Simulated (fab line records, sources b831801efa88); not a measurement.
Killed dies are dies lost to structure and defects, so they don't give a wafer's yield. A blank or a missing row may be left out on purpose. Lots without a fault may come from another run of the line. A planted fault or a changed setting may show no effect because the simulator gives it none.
Chamber matching | flow sky130 | SKY_POLY_GATE_ETCH_17 on rie_si-02: 4 sister chambers
The step etches poly-Si in HBr/Cl2, stops on SiO2, target depth 180 nm, time 70.5 s. 27 wafers are shown with their chamber, then 12 later ones without.

WAFERS WITH THEIR CHAMBER
wafer  | chamber | drypump_motor_current_A (A) | oes_product_au (a.u.) | he_backside_leak_sccm (sccm)
L077.1 | 2       | 5.4                         | 0.989                 | 2.58
L077.3 | 0       | 6.0                         | 0.990                 | 2.36
L077.5 | 3       | 6.1                         | 0.986                 | 2.51
L078.1 | 2       | 5.4                         | 0.988                 | 2.41
L078.4 | 3       | 6.2                         | 0.982                 | 2.50
L078.6 | 0       | 6.0                         | 0.993                 | 2.44
L079.2 | 3       | 6.1                         | 0.982                 | 2.36
L079.3 | 0       | 6.0                         | 0.986                 | 2.72
L079.6 | 3       | 6.1                         | 0.988                 | 2.35
L080.1 | 0       | 6.0                         | 0.994                 | 2.59
L080.4 | 0       | 5.9                         | 0.985                 | 2.54
L080.5 | 2       | 5.3                         | 0.988                 | 2.30
L081.3 | 0       | 6.0                         | 0.989                 | 2.45
L081.5 | 2       | 5.4                         | 0.978                 | 2.55
L081.6 | 3       | 6.1                         | 0.984                 | 2.47
L084.3 | 1       | 5.3                         | 0.985                 | 2.58
L084.4 | 1       | 5.4                         | 0.973                 | 2.60
L084.5 | 3       | 6.1                         | 0.977                 | 2.48
L085.2 | 3       | 6.2                         | 0.987                 | 2.48
L085.3 | 1       | 5.4                         | 0.981                 | 2.43
L085.4 | 0       | 6.0                         | 0.985                 | 2.32
L086.1 | 3       | 6.1                         | 0.979                 | 2.51
L086.2 | 2       | 5.4                         | 0.990                 | 2.41
L086.3 | 0       | 6.0                         | 0.984                 | 2.85
L088.3 | 1       | 5.4                         | 0.979                 | 2.70
L088.4 | 0       | 6.0                         | 0.978                 | 2.37
L088.6 | 0       | 6.0                         | 0.983                 | 2.41

SIGNATURES (means of the wafers above)
reading                 | chamber 0 | chamber 1 | chamber 2 | chamber 3 | scatter within a chamber
drypump_motor_current_A | 5.990     | 5.375     | 5.380     | 6.125     | 0.0414
oes_product_au          | 0.98670   | 0.97950   | 0.98660   | 0.98313   | 0.0046
he_backside_leak_sccm   | 2.5050    | 2.5775    | 2.4500    | 2.4575    | 0.129
Rule: a wafer's distance from a chamber is the root of the sum, over the readings, of the square of ((its reading less the chamber's mean) divided by the reading's scatter). The wafer belongs to the nearest chamber; if the next one is less than 2 further off, it can't be placed. The scatter: the root of (the sum of the squares of (reading less its chamber's mean) over the shown wafers, divided by (wafers less chambers)).

WAFERS WITHOUT THEIR CHAMBER
wafer  | drypump_motor_current_A (A) | oes_product_au (a.u.) | he_backside_leak_sccm (sccm)
L090.2 | 6.1                         | 0.979                 | 2.34
L090.3 | 5.3                         | 0.974                 | 2.44
L090.4 | 6.0                         | 0.979                 | 2.43
L092.1 | 5.4                         | 0.983                 | 2.66
L092.3 | 5.4                         | 0.995                 | 2.37
L092.6 | 6.1                         | 0.995                 | 2.50
L094.2 | 5.4                         | 0.985                 | 2.48
L094.5 | 5.4                         | 1.000                 | 2.35
L094.6 | 5.4                         | 0.993                 | 2.73
L096.1 | 5.4                         | 1.002                 | 2.80
L096.4 | 5.4                         | 0.999                 | 2.29
L096.6 | 5.4                         | 1.010                 | 2.39

WHICH CHAMBER EACH WENT THROUGH
wafer  | from the rows above     | in truth
L090.2 | can't be placed: 3 or 0 | 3
L090.3 | can't be placed: 1 or 2 | 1
L090.4 | can't be placed: 0 or 3 | 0
L092.1 | can't be placed: 1 or 2 | 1
L092.3 | can't be placed: 2 or 1 | 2
L092.6 | can't be placed: 3 or 0 | 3
L094.2 | can't be placed: 2 or 1 | 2
L094.5 | can't be placed: 2 or 1 | 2
L094.6 | can't be placed: 2 or 1 | 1
L096.1 | can't be placed: 2 or 1 | 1
L096.4 | can't be placed: 2 or 1 | 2
L096.6 | can't be placed: 2 or 1 | 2
Placed correctly: 0 of 12. Can't be placed from these rows: 12 (the true chamber is among the candidates in 12). Placed wrongly: 0.
